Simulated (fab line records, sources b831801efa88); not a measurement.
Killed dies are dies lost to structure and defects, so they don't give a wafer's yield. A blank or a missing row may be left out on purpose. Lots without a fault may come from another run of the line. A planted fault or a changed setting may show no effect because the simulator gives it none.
Which tool did it? | flow gf180mcu | 13 lots, 39 wafers sampled, at 4 steps of a route of 602

WHAT THE GAUGES READ, wafer by wafer
GF_V1_CD_MEAS_14: target cd 260 nm.
lot  | measured     | on        | cd_nm (nm)
L429 | day 17 19:55 | cd_sem-02 | 259.6 260.0 259.7
L430 | day 18 08:38 | cd_sem-02 | 259.6 260.7 260.7
L432 | day 19 05:45 | cd_sem-02 | 265.4 261.8 269.0
L433 | day 19 12:41 | cd_sem-01 | 265.2 272.4 266.8
L442 | day 23 08:01 | cd_sem-02 | 260.6 259.7 259.0
L443 | day 23 15:16 | cd_sem-02 | 258.9 258.8 259.9
L444 | day 24 03:58 | cd_sem-01 | 258.4 257.9 258.1
L446 | day 24 16:08 | cd_sem-01 | 258.7 259.4 258.9
L445 | day 24 16:55 | cd_sem-01 | 260.5 261.4 261.7
L447 | day 24 21:35 | cd_sem-01 | 259.2 259.5 258.1
L448 | day 25 06:49 | cd_sem-01 | 261.7 260.1 260.1
L449 | day 25 08:08 | cd_sem-02 | 260.1 259.4 259.3
L451 | day 25 23:11 | cd_sem-02 | 260.3 259.9 259.2

GF_V1_THK_MEAS_25: measures by xrf.
lot  | measured     | on            | V1_W_THK (nm)
L429 | day 17 21:04 | film_metro-03 | 368 368 366
L430 | day 18 09:47 | film_metro-01 | 367 364 368
L432 | day 19 06:55 | film_metro-04 | 366 357 356
L433 | day 19 13:55 | film_metro-01 | 362 362 367
L442 | day 23 09:29 | film_metro-01 | 371 369 370
L443 | day 23 16:25 | film_metro-03 | 376 362 364
L444 | day 24 05:07 | film_metro-03 | 356 368 365
L446 | day 24 17:17 | film_metro-01 | 368 358 367
L445 | day 24 18:05 | film_metro-01 | 368 370 370
L447 | day 24 22:45 | film_metro-03 | 362 362 365
L448 | day 25 12:35 | film_metro-03 | 369 367 363
L449 | day 25 12:42 | film_metro-04 | 361 369 365
L451 | day 26 00:20 | film_metro-04 | 372 363 362

WHICH TOOL RAN EACH LOT (tool, then ch and the chambers of the sampled wafers, then the start)
lot  | GF_V1_EXPOSE_11                   | GF_V1_SPUTTER_22
L429 | krf_scanner-02 ch 0, day 17 08:50 | pvd_sputter-01, day 17 20:47
L430 | krf_scanner-01 ch 0, day 17 20:47 | pvd_sputter-03, day 18 09:30
L432 | krf_scanner-01 ch 0, day 18 17:58 | pvd_sputter-03, day 19 06:38
L433 | krf_scanner-01 ch 0, day 19 00:46 | pvd_sputter-03, day 19 13:38
L442 | krf_scanner-01 ch 0, day 22 20:14 | pvd_sputter-04, day 23 09:13
L443 | krf_scanner-01 ch 0, day 23 04:16 | pvd_sputter-01, day 23 16:08
L444 | krf_scanner-01 ch 0, day 23 16:58 | pvd_sputter-04, day 24 04:50
L446 | krf_scanner-01 ch 0, day 24 05:04 | pvd_sputter-01, day 24 17:01
L445 | krf_scanner-02 ch 0, day 24 06:02 | pvd_sputter-03, day 24 17:49
L447 | krf_scanner-01 ch 0, day 24 11:30 | pvd_sputter-03, day 24 22:28
L448 | krf_scanner-01 ch 0, day 24 19:29 | pvd_sputter-01, day 25 12:17
L449 | krf_scanner-01 ch 0, day 24 21:36 | pvd_sputter-04, day 25 12:23
L451 | krf_scanner-02 ch 0, day 25 13:55 | pvd_sputter-03, day 26 00:04
- GF_V1_EXPOSE_11: exposes mask Via1, target cd 260 nm.
- GF_V1_SPUTTER_22: material TiN, target thk 10 nm, time 40 s.

WHAT THE TOOLS THEMSELVES READ (means of the sampled wafers that have a number; where no wafer has one, the mark that the record gives instead)
GF_V1_SPUTTER_22.
lot  | tool           | chamber_pressure_pa (Pa) | throttle_valve_pct (%)
L429 | pvd_sputter-01 | 4.996                    | 30.1
L430 | pvd_sputter-03 | 5.001                    | 29.6
L432 | pvd_sputter-03 | 4.997                    | 29.1
L433 | pvd_sputter-03 | 5.001                    | 28.2
L442 | pvd_sputter-04 | 5.001                    | 29.4
L443 | pvd_sputter-01 | 5.016                    | 29.5
L444 | pvd_sputter-04 | 5.007                    | 29.3
L446 | pvd_sputter-01 | 5.005                    | 30.9
L445 | pvd_sputter-03 | 5.003                    | 28.8
L447 | pvd_sputter-03 | 4.992                    | 29.8
L448 | pvd_sputter-01 | 4.993                    | 31.0
L449 | pvd_sputter-04 | 4.995                    | 29.2
L451 | pvd_sputter-03 | 5.000                    | 29.6

THE ANSWER, worked out from the rows above alone
Rule: what is usual is taken from the lots themselves. Put in order of their means at a reading, lots are off if they are a third of the lots or fewer, leave a main group of 4 or more, and stand apart from it by a gap of 3 or more times the standard deviation of the main group's means; of several such gaps the widest counts. A main group whose means are all the same, to the digits that the tables above print for the reading, isn't used. A lot without any number at a reading at which 4 lots or more have one is off too. The other lots that the step has rows for count as sound. The gauges are gone through in route order, then the tools' own readings, and for those a lot's mean is taken as printed above. The first step at which some lot is off is used, and at that step the reading that is off furthest; a lot without a number counts as furthest.
Off: L432, L433, at GF_V1_CD_MEAS_14 (cd_nm). The main group: mean 259.7 nm, standard deviation 0.82.
A tool fits if, at a process step before that reading, it ran every lot that is off, and no sound lot after the first of them. The gauges at GF_V1_CD_MEAS_14 are tried like those tools. None of those tried fits.

WHAT THE SIMULATOR HAD PUT IN
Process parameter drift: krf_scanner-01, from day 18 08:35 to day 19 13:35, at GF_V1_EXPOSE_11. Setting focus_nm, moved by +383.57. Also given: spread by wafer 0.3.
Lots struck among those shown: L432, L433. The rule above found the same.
